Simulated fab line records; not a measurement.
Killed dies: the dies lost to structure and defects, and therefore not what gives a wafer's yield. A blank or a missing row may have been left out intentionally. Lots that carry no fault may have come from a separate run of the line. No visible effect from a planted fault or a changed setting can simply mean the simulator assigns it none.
fab line records	flow sky130
[record] lots = 14	wafers = 42	last-day = 51
route steps=708 shown POLY_GATE@227 LDD_P@263 LDD_HVN@271 PAD_OPEN@708
lots that met no fault: taken from a fault-free run of the same line
start-h: hours from the record's opening day to when the first of the lot's shown wafers began	wait-h: hours elapsed since this lot's preceding step	" repeats the value in the row above	L1.1+2: a single row standing in for several wafers	- no value, or no start given	* or withheld: withheld	< > ~ a bound
route shown NAME@n: a module of which the file shows steps, and the number in the route of the first	usual: average and standard deviation across the fault-free wafers	same: alike in all rows	chamber/n: place in a boat	sites: per-site readings	_std_site: standard deviation across them	_edge_site: inner sites' mean taken away from outer sites' mean	radius-mm: for every site, how far away it sits from the centre of the wafer	mask NAME#n: copy n	behind: tool/chamber where the wafer was last shaped	hold: reason for holding the lot/hours on hold/outcome of the hold	device: whichever transistor did not switch (one of n, p or np)	end of line: at the end of the route, the tests of the same wafers	a step given without rows: its recipe and nothing more	killed: at the first sort, the dies lost to defects and structure; wafer yield is something else	map: a wafer's dies, x killed, . not, _ none there
set.NAME: the setting that was run; set.NAME@STEP: the one run at that earlier step	model.NAME: the simulator's own value behind a step, which no gauge read
route steps across a sampled set of lots; one table per step, one row per wafer
services: from which hour (start-h, from the record's first day; less than 0 if before it) a tool's chamber was out of use, for how many hours, and why
[[steps]]
[step SKY_POLY_GATE_CD_MEAS_13]
[recipe] target-cd-nm = 150
[usual] cd-nm = 150.0/1.4
lot.wafer	tool	chamber	start-h	wait-h	cd-nm
L637.1	cd-sem-01	-	391.10	-	150.6
L637.2	"	-	"	"	150.7
L637.3	"	-	"	"	150.8
L639.1	cd-sem-02	-	408.91	-	150.5
L639.2	"	-	"	"	150.8
L639.4	"	-	"	"	150.6
L641.4	cd-sem-02	-	444.42	-	150.8
L641.5	"	-	"	"	149.4
L641.6	"	-	"	"	149.6
L642.2	cd-sem-02	-	446.28	-	150.7
L642.3	"	-	"	"	150.7
L642.6	"	-	"	"	149.6
L644.2	cd-sem-01	-	471.33	-	148.2
L644.3	"	-	"	"	149.4
L644.5	"	-	"	"	149.2
L645.1	cd-sem-02	-	473.40	-	150.3
L645.3	"	-	"	"	150.7
L645.6	"	-	"	"	149.8
L646.2	cd-sem-02	-	480.12	-	154.0
L646.4	"	-	"	"	152.8
L646.6	"	-	"	"	153.9
L651.3	cd-sem-02	-	527.94	-	149.9
L651.4	"	-	"	"	150.6
L651.6	"	-	"	"	149.0
L650.3	cd-sem-01	-	529.74	-	150.1
L650.4	"	-	"	"	151.0
L650.6	"	-	"	"	149.2
L655.1	cd-sem-02	-	560.05	-	149.9
L655.3	"	-	"	"	150.9
L655.4	"	-	"	"	150.7
L656.2	cd-sem-01	-	563.67	-	148.6
L656.3	"	-	"	"	149.2
L656.4	"	-	"	"	148.5
L657.1	cd-sem-01	-	570.65	-	150.6
L657.2	"	-	"	"	148.8
L657.6	"	-	"	"	149.5
L659.2	cd-sem-01	-	589.32	-	149.8
L659.3	"	-	"	"	148.7
L659.6	"	-	"	"	150.4
L660.1	cd-sem-01	-	596.20	-	151.0
L660.2	"	-	"	"	150.0
L660.3	"	-	"	"	152.1
[step SKY_POLY_GATE_THK_MEAS_21]
[recipe] reads = SiO2_of_POLY_GATE_OXIDATION_20
[usual] POLY_GATE_OXIDATION_THK = 4.03/0.086
lot.wafer	tool	chamber	start-h	wait-h	POLY_GATE_OXIDATION_THK[nm]
L637.1	film-metro-01	-	398.44	0.0	3.98
L637.2	"	-	"	"	4.01
L637.3	"	-	"	"	3.86
L639.1	film-metro-01	-	412.07	0.0	4.15
L639.2	"	-	"	"	4.19
L639.4	"	-	"	"	4.15
L641.4	film-metro-03	-	446.45	0.0	4.02
L641.5	"	-	"	"	4.07
L641.6	"	-	"	"	4.01
L642.2	film-metro-04	-	448.06	0.0	4.04
L642.3	"	-	"	"	4.01
L642.6	"	-	"	"	4.13
L644.2	film-metro-03	-	473.11	0.0	3.98
L644.3	"	-	"	"	3.99
L644.5	"	-	"	"	4.00
L645.1	film-metro-01	-	478.62	0.0	3.93
L645.3	"	-	"	"	3.78
L645.6	"	-	"	"	3.77
L646.2	film-metro-04	-	481.95	0.0	4.02
L646.4	"	-	"	"	4.02
L646.6	"	-	"	"	3.96
L651.3	film-metro-01	-	529.71	0.0	4.04
L651.4	"	-	"	"	4.06
L651.6	"	-	"	"	4.11
L650.3	film-metro-01	-	532.31	0.0	4.06
L650.4	"	-	"	"	4.06
L650.6	"	-	"	"	4.03
L655.1	film-metro-04	-	561.85	0.0	3.99
L655.3	"	-	"	"	4.04
L655.4	"	-	"	"	4.06
L656.2	film-metro-01	-	565.46	0.0	4.04
L656.3	"	-	"	"	4.05
L656.4	"	-	"	"	3.96
L657.1	film-metro-04	-	572.45	0.0	4.07
L657.2	"	-	"	"	4.07
L657.6	"	-	"	"	4.04
L659.2	film-metro-04	-	592.98	0.0	4.05
L659.3	"	-	"	"	4.10
L659.6	"	-	"	"	4.00
L660.1	film-metro-04	-	598.00	0.0	4.00
L660.2	"	-	"	"	4.04
L660.3	"	-	"	"	3.99
[step SKY_LDD_P_OVL_MEAS_08]
[usual] LDD_P_OVL = 1.1/1.4
lot.wafer	tool	chamber	start-h	wait-h	LDD_P_OVL[nm]
L637.1	overlay-02	-	464.42	0.1	2.8
L637.2	"	-	"	"	3.1
L637.3	"	-	"	"	2.1
L639.1	overlay-01	-	478.72	0.1	2.6
L639.2	"	-	"	"	2.5
L639.4	"	-	"	"	1.3
L641.4	overlay-01	-	513.74	0.1	2.6
L641.5	"	-	"	"	2.6
L641.6	"	-	"	"	2.6
L642.2	overlay-02	-	515.73	0.1	0.7
L642.3	"	-	"	"	1.2
L642.6	"	-	"	"	0.5
L644.2	overlay-01	-	541.91	0.1	2.3
L644.3	"	-	"	"	2.3
L644.5	"	-	"	"	1.5
L645.1	overlay-01	-	546.63	0.1	-1.1
L645.3	"	-	"	"	-1.3
L645.6	"	-	"	"	-1.6
L646.2	overlay-01	-	549.71	0.1	1.9
L646.4	"	-	"	"	-0.7
L646.6	"	-	"	"	1.8
L651.3	overlay-01	-	593.32	0.1	-1.5
L651.4	"	-	"	"	-0.3
L651.6	"	-	"	"	-0.3
L650.3	overlay-01	-	595.89	0.1	1.4
L650.4	"	-	"	"	1.1
L650.6	"	-	"	"	2.3
L655.1	overlay-02	-	620.95	0.1	1.9
L655.3	"	-	"	"	0.5
L655.4	"	-	"	"	1.3
L656.2	overlay-02	-	625.68	0.1	-0.6
L656.3	"	-	"	"	-0.2
L656.4	"	-	"	"	0.7
L657.1	overlay-02	-	632.87	0.1	2.7
L657.2	"	-	"	"	1.4
L657.6	"	-	"	"	2.1
L659.2	overlay-01	-	652.41	0.1	0.5
L659.3	"	-	"	"	-0.5
L659.6	"	-	"	"	-0.3
L660.1	overlay-02	-	658.47	0.1	4.1
L660.2	"	-	"	"	2.1
L660.3	"	-	"	"	1.8
[step SKY_LDD_HVN_EXPOSE_04]
[recipe] mask-id = HVNTM	na = 0.6	source-shape = conventional	sigma-outer = 0.6	polarization = unpolarized	target-cd-nm = 700	dose-mj = 127
lot.wafer	tool	chamber	start-h	wait-h	mask
L637.1+2+3	iline-stepper-02	0	481.37	-	HVNTM#0
L639.1+2+4	iline-stepper-01	0	495.72	-	HVNTM#0
L641.4+5+6	iline-stepper-02	0	530.73	-	HVNTM#0
L642.2+3+6	iline-stepper-01	0	533.14	-	HVNTM#0
L644.2+3+5	iline-stepper-02	0	558.29	-	HVNTM#0
L645.1+3+6	iline-stepper-02	0	562.83	-	HVNTM#0
L646.2+4+6	iline-stepper-01	0	566.14	-	HVNTM#0
L651.3+4+6	iline-stepper-02	0	608.31	-	HVNTM#0
L650.3+4+6	iline-stepper-01	0	610.51	-	HVNTM#0
L655.1+3+4	iline-stepper-02	0	635.75	-	HVNTM#0
L656.2+3+4	iline-stepper-01	0	640.38	-	HVNTM#0
L657.1+2+6	iline-stepper-02	0	646.86	-	HVNTM#0
L659.2+3+6	iline-stepper-01	0	667.27	-	HVNTM#0
L660.1+2+3	iline-stepper-01	0	672.43	-	HVNTM#0
[step SKY_LDD_HVN_OVL_MEAS_07]
[usual] LDD_HVN_OVL = -0.4/1.2
lot.wafer	tool	chamber	start-h	wait-h	LDD_HVN_OVL[nm]
L637.1	overlay-01	-	497.95	0.1	-0.1
L637.2	"	-	"	"	0.7
L637.3	"	-	"	"	0.0
L639.1	overlay-02	-	512.38	0.1	0.6
L639.2	"	-	"	"	0.3
L639.4	"	-	"	"	-1.1
L641.4	overlay-02	-	546.57	0.1	0.0
L641.5	"	-	"	"	0.8
L641.6	"	-	"	"	-1.7
L642.2	overlay-02	-	548.70	0.1	-0.5
L642.3	"	-	"	"	-0.5
L642.6	"	-	"	"	-0.5
L644.2	overlay-02	-	573.09	0.1	-0.1
L644.3	"	-	"	"	-0.9
L644.5	"	-	"	"	0.6
L645.1	overlay-02	-	577.40	0.1	-1.1
L645.3	"	-	"	"	-1.8
L645.6	"	-	"	"	-2.6
L646.2	overlay-02	-	580.64	0.1	0.7
L646.4	"	-	"	"	-0.4
L646.6	"	-	"	"	-1.2
L651.3	overlay-01	-	622.81	0.1	-2.3
L651.4	"	-	"	"	-1.1
L651.6	"	-	"	"	-0.4
L650.3	overlay-01	-	625.61	0.1	-1.8
L650.4	"	-	"	"	-0.5
L650.6	"	-	"	"	0.3
L655.1	overlay-02	-	649.95	0.1	96.6
L655.3	"	-	"	"	98.1
L655.4	"	-	"	"	95.7
L656.2	overlay-02	-	655.24	0.1	-0.7
L656.3	"	-	"	"	0.2
L656.4	"	-	"	"	0.5
L657.1	overlay-02	-	662.03	0.1	97.7
L657.2	"	-	"	"	98.6
L657.6	"	-	"	"	99.0
L659.2	overlay-02	-	681.11	0.1	0.6
L659.3	"	-	"	"	-0.6
L659.6	"	-	"	"	-0.3
L660.1	overlay-02	-	687.45	0.1	1.4
L660.2	"	-	"	"	2.6
L660.3	"	-	"	"	1.4
[step SKY_PAD_OPEN_PROBE_99]
[usual] killed_at_M0_to_M3 = 43/6.4	killed_at_M4_up = 3.3/1.9	killed-at-contacts = 24/5.7	killed-at-front-end = 15/4.7	killed-at-other = 0.3/0.48	killed-dies = 86/9.2	killed-open = 47/7	killed-short = 39/6.5
[same] gross-dies = 492	killed-at-back-side = 0
lot.wafer	tool	chamber	start-h	wait-h	killed_at_M0_to_M3	killed_at_M4_up	killed-at-contacts	killed-at-front-end	killed-at-other	killed-dies	killed-open	killed-short
L637.1	prober-02	-	1115.37	0.1	42	2	21	20	0	85	46	38
L637.2	prober-02	-	1115.42	0.1	34	2	28	21	1	86	52	33
L637.3	prober-02	-	1115.47	0.2	51	4	27	23	0	105	62	39
L639.1	prober-02	-	1125.92	0.1	40	2	32	11	1	86	47	39
L639.2	prober-02	-	1125.97	0.1	49	1	38	16	0	104	62	42
L639.4	prober-02	-	1126.07	0.2	41	6	17	11	0	75	42	33
L641.4	prober-02	-	1148.95	0.2	44	6	22	15	0	87	46	41
L641.5	prober-02	-	1149.00	0.2	40	2	23	16	0	81	46	34
L641.6	prober-02	-	1149.05	0.2	43	4	22	15	0	84	38	45
L642.2	prober-01	-	1151.88	0.1	46	3	17	14	1	81	35	46
L642.3	prober-01	-	1151.93	0.2	41	5	21	18	0	85	35	50
L642.6	prober-01	-	1152.08	0.2	40	4	20	20	0	84	47	37
L644.2	prober-01	-	1163.85	0.1	35	2	22	20	1	80	41	38
L644.3	prober-01	-	1163.90	0.2	48	1	31	16	0	96	59	37
L644.5	prober-01	-	1164.00	0.2	42	3	22	11	1	79	52	27
L645.1	prober-02	-	1169.49	0.1	58	1	19	11	0	89	51	38
L645.3	prober-02	-	1169.59	0.2	46	2	15	10	0	73	41	32
L645.6	prober-02	-	1169.74	0.2	46	5	25	15	0	91	44	47
L646.2	prober-01	-	1173.92	0.1	46	2	25	19	0	92	49	43
L646.4	prober-01	-	1174.02	0.2	38	2	20	15	0	75	44	31
L646.6	prober-01	-	1174.12	0.2	45	7	22	18	0	92	63	29
L651.3	prober-01	-	1195.26	0.2	39	0	26	6	0	71	41	30
L651.4	prober-01	-	1195.31	0.2	39	5	19	6	1	70	37	33
L651.6	prober-01	-	1195.41	0.2	46	1	39	17	1	104	54	50
L650.3	prober-02	-	1195.82	0.2	45	5	26	18	0	94	50	44
L650.4	prober-02	-	1195.87	0.2	43	1	20	26	0	90	50	40
L650.6	prober-02	-	1195.97	0.2	34	7	16	12	0	69	37	32
L655.1	prober-02	-	1208.66	0.1	48	5	19	13	0	85	42	43
L655.3	prober-02	-	1208.76	0.2	55	4	31	11	0	101	63	38
L655.4	prober-02	-	1208.81	0.2	61	4	26	13	0	104	57	47
L656.2	prober-01	-	1211.41	0.1	35	1	25	12	1	74	44	30
L656.3	prober-01	-	1211.46	0.2	47	4	19	20	0	90	53	37
L656.4	prober-01	-	1211.51	0.2	40	0	37	12	0	89	44	45
L657.1	prober-02	-	1215.08	0.1	40	1	30	10	0	81	46	35
L657.2	prober-02	-	1215.13	0.1	40	5	22	10	0	77	41	36
L657.6	prober-02	-	1215.33	0.2	39	2	17	10	1	69	44	25
L659.2	prober-02	-	1224.88	0.1	42	5	19	8	2	76	36	39
L659.3	prober-02	-	1224.93	0.2	41	3	25	15	0	84	49	35
L659.6	prober-02	-	1225.08	0.2	37	3	30	15	0	85	43	41
L660.1	prober-01	-	1228.77	0.1	54	3	21	14	0	92	46	46
L660.2	prober-01	-	1228.82	0.1	39	3	27	16	0	85	46	39
L660.3	prober-01	-	1228.87	0.2	43	3	23	18	0	87	42	45
// killed by level:class
L637.1 VIA1:geometric-particle:open=8 CONTACT:geometric-particle:open=8 VIA2:geometric-particle:open=8 METAL2:geometric-particle:short=7 POLY_GATE:geometric-particle:short=6 METAL1:geometric-particle:short=6 VIA3:geometric-particle:open=6 LOCAL_INTERCONNECT:geometric-particle:short=5
L637.2 CONTACT:geometric-particle:open=14 VIA2:geometric-particle:open=8 FIELD_ISO:geometric-particle:open=7 VIA1:geometric-particle:open=7 LI_CONTACT:geometric-particle:open=6 CONTACT:geometric-particle:short=6 POLY_GATE:geometric-particle:short=5 VIA2:geometric-particle:short=5
L637.3 LI_CONTACT:geometric-particle:open=14 VIA1:geometric-particle:open=11 METAL1:geometric-particle:short=10 VIA2:geometric-particle:open=8 VIA3:geometric-particle:open=8 FIELD_ISO:geometric-particle:open=7 POLY_GATE:geometric-particle:short=4 POLY_GATE:geometric-particle:open=4
L639.1 CONTACT:geometric-particle:open=13 METAL1:geometric-particle:short=10 VIA1:geometric-particle:open=8 CONTACT:geometric-particle:short=7 LI_CONTACT:geometric-particle:open=5 METAL2:geometric-particle:short=5 VIA1:geometric-particle:short=4 FIELD_ISO:geometric-particle:open=3
L639.2 VIA1:geometric-particle:open=18 CONTACT:geometric-particle:open=13 METAL1:geometric-particle:short=9 LI_CONTACT:geometric-particle:open=8 CONTACT:geometric-particle:short=6 POLY_GATE:geometric-particle:short=5 LOCAL_INTERCONNECT:geometric-particle:short=5 VIA3:geometric-particle:open=5
L639.4 VIA1:geometric-particle:open=11 CONTACT:geometric-particle:open=9 METAL2:geometric-particle:short=6 METAL1:geometric-particle:short=6 VIA2:geometric-particle:open=5 LI_CONTACT:geometric-particle:open=4 METAL4:geometric-particle:short=4 FIELD_ISO:geometric-particle:short=3
L641.4 VIA1:geometric-particle:open=11 LOCAL_INTERCONNECT:geometric-particle:short=6 METAL4:geometric-particle:short=6 VIA3:geometric-particle:open=5 POLY_GATE:geometric-particle:open=5 CONTACT:geometric-particle:open=5 METAL1:geometric-particle:short=5 VIA1:geometric-particle:short=5
L641.5 LI_CONTACT:geometric-particle:open=9 VIA1:geometric-particle:open=9 VIA3:geometric-particle:open=8 FIELD_ISO:geometric-particle:short=5 CONTACT:geometric-particle:open=5 POLY_GATE:geometric-particle:open=4 CONTACT:geometric-particle:short=4 METAL3:geometric-particle:short=4
L641.6 VIA1:geometric-particle:open=13 METAL1:geometric-particle:short=7 CONTACT:geometric-particle:open=7 POLY_GATE:geometric-particle:short=5 METAL2:geometric-particle:short=5 LI_CONTACT:geometric-particle:short=4 FIELD_ISO:geometric-particle:short=4 LI_CONTACT:geometric-particle:open=4
L642.2 METAL1:geometric-particle:short=10 VIA1:geometric-particle:open=10 CONTACT:geometric-particle:open=6 VIA3:geometric-particle:open=6 METAL2:geometric-particle:short=4 METAL2:geometric-particle:open=4 FIELD_ISO:geometric-particle:short=3 METAL4:geometric-particle:short=3
L642.3 VIA1:geometric-particle:open=9 LI_CONTACT:geometric-particle:open=7 VIA1:geometric-particle:short=7 FIELD_ISO:geometric-particle:short=6 CONTACT:geometric-particle:open=6 FIELD_ISO:geometric-particle:open=5 METAL4:geometric-particle:short=5 METAL2:geometric-particle:short=5
L642.6 FIELD_ISO:geometric-particle:open=7 VIA1:geometric-particle:open=7 VIA2:geometric-particle:open=7 VIA2:geometric-particle:short=6 LOCAL_INTERCONNECT:geometric-particle:short=5 CONTACT:geometric-particle:open=5 VIA1:geometric-particle:short=5 FIELD_ISO:geometric-particle:short=4
L644.2 VIA2:geometric-particle:open=9 FIELD_ISO:geometric-particle:short=8 VIA1:geometric-particle:open=8 CONTACT:geometric-particle:open=7 CONTACT:geometric-particle:short=5 LI_CONTACT:geometric-particle:open=4 LOCAL_INTERCONNECT:geometric-particle:short=4 METAL1:geometric-particle:short=4
L644.3 CONTACT:geometric-particle:open=15 VIA1:geometric-particle:open=14 VIA3:geometric-particle:open=12 VIA1:geometric-particle:short=8 LI_CONTACT:geometric-particle:open=7 FIELD_ISO:geometric-particle:short=6 CONTACT:geometric-particle:short=5 FIELD_ISO:geometric-particle:open=4
L644.5 VIA1:geometric-particle:open=13 CONTACT:geometric-particle:open=12 VIA2:geometric-particle:open=7 VIA3:geometric-particle:open=6 METAL2:geometric-particle:short=4 VIA1:geometric-particle:short=4 FIELD_ISO:geometric-particle:short=3 FIELD_ISO:geometric-particle:open=3
L645.1 CONTACT:geometric-particle:open=13 VIA1:geometric-particle:open=13 VIA2:geometric-particle:open=9 METAL1:geometric-particle:short=8 VIA1:geometric-particle:short=8 METAL2:geometric-particle:short=6 POLY_GATE:geometric-particle:open=4 VIA3:geometric-particle:short=4
L645.3 VIA3:geometric-particle:open=10 METAL1:geometric-particle:short=9 VIA2:geometric-particle:open=9 CONTACT:geometric-particle:short=5 VIA1:geometric-particle:open=5 METAL2:geometric-particle:short=5 CONTACT:geometric-particle:open=4 SPACER:geometric-particle:open=3
L645.6 CONTACT:geometric-particle:open=10 VIA3:geometric-particle:open=7 FIELD_ISO:geometric-particle:open=6 VIA3:geometric-particle:short=6 LOCAL_INTERCONNECT:geometric-particle:short=5 METAL1:geometric-particle:short=5 METAL1:geometric-particle:open=5 VIA2:geometric-particle:short=5
L646.2 LI_CONTACT:geometric-particle:open=9 METAL3:geometric-particle:short=8 VIA2:geometric-particle:open=7 CONTACT:geometric-particle:open=6 METAL2:geometric-particle:short=6 VIA3:geometric-particle:open=6 VIA3:geometric-particle:short=6 CONTACT:geometric-particle:short=5
L646.4 VIA3:geometric-particle:open=9 CONTACT:geometric-particle:open=8 LI_CONTACT:geometric-particle:open=8 VIA2:geometric-particle:open=7 METAL1:geometric-particle:short=6 VIA1:geometric-particle:open=6 POLY_GATE:geometric-particle:short=5 POLY_GATE:geometric-particle:open=4
L646.6 VIA2:geometric-particle:open=11 VIA1:geometric-particle:open=9 CONTACT:geometric-particle:open=8 VIA3:geometric-particle:open=8 LI_CONTACT:geometric-particle:open=7 FIELD_ISO:geometric-particle:short=6 POLY_GATE:geometric-particle:open=6 METAL1:geometric-particle:short=6
L651.3 CONTACT:geometric-particle:open=11 VIA3:geometric-particle:open=7 VIA1:geometric-particle:open=7 METAL2:geometric-particle:short=6 LI_CONTACT:geometric-particle:open=5 VIA2:geometric-particle:open=5 LOCAL_INTERCONNECT:geometric-particle:short=4 VIA1:geometric-particle:short=4
L651.4 CONTACT:geometric-particle:open=8 VIA2:geometric-particle:open=7 VIA1:geometric-particle:open=6 LI_CONTACT:geometric-particle:open=5 VIA1:geometric-particle:short=5 METAL2:geometric-particle:short=5 LOCAL_INTERCONNECT:geometric-particle:short=4 VIA3:geometric-particle:open=4
L651.6 CONTACT:geometric-particle:open=17 LOCAL_INTERCONNECT:geometric-particle:short=10 VIA1:geometric-particle:open=10 METAL1:geometric-particle:short=8 FIELD_ISO:geometric-particle:short=7 LI_CONTACT:geometric-particle:open=7 VIA3:geometric-particle:open=5 VIA2:geometric-particle:short=5
L650.3 VIA1:geometric-particle:open=14 LOCAL_INTERCONNECT:geometric-particle:short=7 CONTACT:geometric-particle:open=7 LI_CONTACT:geometric-particle:open=6 VIA2:geometric-particle:open=6 POLY_GATE:geometric-particle:short=5 METAL2:geometric-particle:short=5 VIA3:geometric-particle:short=4
L650.4 POLY_GATE:geometric-particle:open=11 METAL1:geometric-particle:short=8 VIA1:geometric-particle:open=7 CONTACT:geometric-particle:open=7 FIELD_ISO:geometric-particle:open=5 LI_CONTACT:geometric-particle:open=5 VIA3:geometric-particle:open=5 VIA3:geometric-particle:short=5
L650.6 VIA1:geometric-particle:open=9 CONTACT:geometric-particle:open=7 POLY_GATE:geometric-particle:short=5 VIA2:geometric-particle:open=5 VIA3:geometric-particle:open=5 VIA1:geometric-particle:short=4 METAL2:geometric-particle:short=4 LI_CONTACT:geometric-particle:open=3
L655.1 VIA1:geometric-particle:open=12 VIA1:geometric-particle:short=11 LI_CONTACT:geometric-particle:open=8 METAL1:geometric-particle:short=6 VIA3:geometric-particle:open=6 FIELD_ISO:geometric-particle:short=5 CONTACT:geometric-particle:open=4 VIA2:geometric-particle:open=4
L655.3 VIA1:geometric-particle:open=20 CONTACT:geometric-particle:open=13 LI_CONTACT:geometric-particle:open=9 VIA2:geometric-particle:open=6 VIA2:geometric-particle:short=5 LOCAL_INTERCONNECT:geometric-particle:short=5 METAL1:geometric-particle:short=5 VIA3:geometric-particle:open=5
L655.4 VIA1:geometric-particle:open=15 CONTACT:geometric-particle:open=12 VIA2:geometric-particle:open=11 VIA1:geometric-particle:short=10 LI_CONTACT:geometric-particle:short=6 METAL1:geometric-particle:short=6 VIA3:geometric-particle:open=6 FIELD_ISO:geometric-particle:short=4
L656.2 VIA1:geometric-particle:open=12 CONTACT:geometric-particle:open=10 CONTACT:geometric-particle:short=7 POLY_GATE:geometric-particle:short=5 VIA2:geometric-particle:open=5 LI_CONTACT:geometric-particle:open=4 METAL2:geometric-particle:short=4 POLY_GATE:geometric-particle:open=3
L656.3 VIA1:geometric-particle:open=16 POLY_GATE:geometric-particle:open=6 POLY_GATE:geometric-particle:short=6 CONTACT:geometric-particle:short=6 VIA3:geometric-particle:open=6 VIA2:geometric-particle:open=5 CONTACT:geometric-particle:open=5 METAL1:geometric-particle:short=5
L656.4 CONTACT:geometric-particle:open=14 VIA2:geometric-particle:open=12 CONTACT:geometric-particle:short=11 LOCAL_INTERCONNECT:geometric-particle:short=5 METAL2:geometric-particle:short=5 VIA1:geometric-particle:open=5 POLY_GATE:geometric-particle:short=4 LI_CONTACT:geometric-particle:short=4
L657.1 VIA1:geometric-particle:open=11 LI_CONTACT:geometric-particle:open=9 CONTACT:geometric-particle:open=8 VIA3:geometric-particle:open=6 FIELD_ISO:geometric-particle:short=5 VIA1:geometric-particle:short=5 LOCAL_INTERCONNECT:geometric-particle:short=4 CONTACT:geometric-particle:short=4
L657.2 VIA3:geometric-particle:open=10 CONTACT:geometric-particle:open=9 VIA1:geometric-particle:open=7 METAL1:geometric-particle:short=6 METAL2:geometric-particle:short=6 LI_CONTACT:geometric-particle:open=5 VIA2:geometric-particle:open=5 POLY_GATE:geometric-particle:short=3
L657.6 VIA1:geometric-particle:open=10 VIA3:geometric-particle:open=9 VIA2:geometric-particle:open=8 LI_CONTACT:geometric-particle:open=5 CONTACT:geometric-particle:open=4 CONTACT:geometric-particle:short=4 METAL2:geometric-particle:short=4 POLY_GATE:geometric-particle:open=3
L659.2 VIA1:geometric-particle:open=9 LI_CONTACT:geometric-particle:open=7 LOCAL_INTERCONNECT:geometric-particle:short=7 VIA1:geometric-particle:short=7 METAL2:geometric-particle:short=5 VIA3:geometric-particle:short=5 VIA3:geometric-particle:open=5 METAL1:geometric-particle:short=4
L659.3 VIA1:geometric-particle:open=12 CONTACT:geometric-particle:open=9 LI_CONTACT:geometric-particle:open=7 VIA3:geometric-particle:open=6 VIA2:geometric-particle:open=5 FIELD_ISO:geometric-particle:short=4 POLY_GATE:geometric-particle:open=4 VIA1:geometric-particle:short=4
L659.6 CONTACT:geometric-particle:open=14 VIA1:geometric-particle:open=11 LOCAL_INTERCONNECT:geometric-particle:short=7 POLY_GATE:geometric-particle:short=5 METAL2:geometric-particle:short=5 VIA3:geometric-particle:short=5 VIA3:geometric-particle:open=4 METAL2:geometric-particle:open=4
L660.1 VIA1:geometric-particle:open=13 LI_CONTACT:geometric-particle:open=9 METAL2:geometric-particle:short=9 CONTACT:geometric-particle:open=7 VIA2:geometric-particle:short=6 VIA2:geometric-particle:open=6 VIA1:geometric-particle:short=5 POLY_GATE:geometric-particle:open=4
L660.2 LI_CONTACT:geometric-particle:open=11 VIA1:geometric-particle:open=9 CONTACT:geometric-particle:open=8 METAL2:geometric-particle:short=7 VIA1:geometric-particle:short=6 FIELD_ISO:geometric-particle:short=5 POLY_GATE:geometric-particle:short=4 LOCAL_INTERCONNECT:geometric-particle:short=4
L660.3 VIA1:geometric-particle:open=14 VIA1:geometric-particle:short=9 FIELD_ISO:geometric-particle:short=7 CONTACT:geometric-particle:open=7 CONTACT:geometric-particle:short=6 METAL2:geometric-particle:short=6 FIELD_ISO:geometric-particle:open=5 VIA2:geometric-particle:open=4
[[services]]
tool	chamber	start-h	hours	kind
iline-stepper-01	-	486.03	1.7	pm
iline-stepper-02	-	521.49	4.3	pm
iline-stepper-02	-	532.07	1.7	pm
iline-stepper-02	-	533.74	2.1	pm
iline-stepper-02	-	535.82	-	consumable-replace:lamp
iline-stepper-02	-	611.18	4.4	pm
iline-stepper-02	0	631.80	-	calibration
iline-stepper-02	-	666.23	11.5	repair
[[key]]
[first-sign] step = SKY_LDD_HVN_OVL_MEAS_07	reading = LDD_HVN_OVL	direction = up	sigmas = 80	usual = -0.4	struck = 97.6
effect none on later readings
met-at SKY_LDD_HVN_EXPOSE_04
struck-lots L655,L657
tester-left-out L655,L657
not-acting-at SKY_POLY_GATE_CD_MEAS_13,SKY_POLY_GATE_THK_MEAS_21,SKY_LDD_P_OVL_MEAS_08
onset-between 608.31 635.75
[fault] kind = scanner-matching-overlay	tool = iline-stepper-02	chamber = -	onset-h = 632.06	steps = SKY_LDD_HVN_EXPOSE_04	offset = 97.963
// tester-left-out: of these lots the tester's yield and bins aren't shown, on N5 and GAA mostly nor the transistor test; their killed dies are dies lost to structure and defects alone, not to doping, threshold or leakage, so they don't give the yield
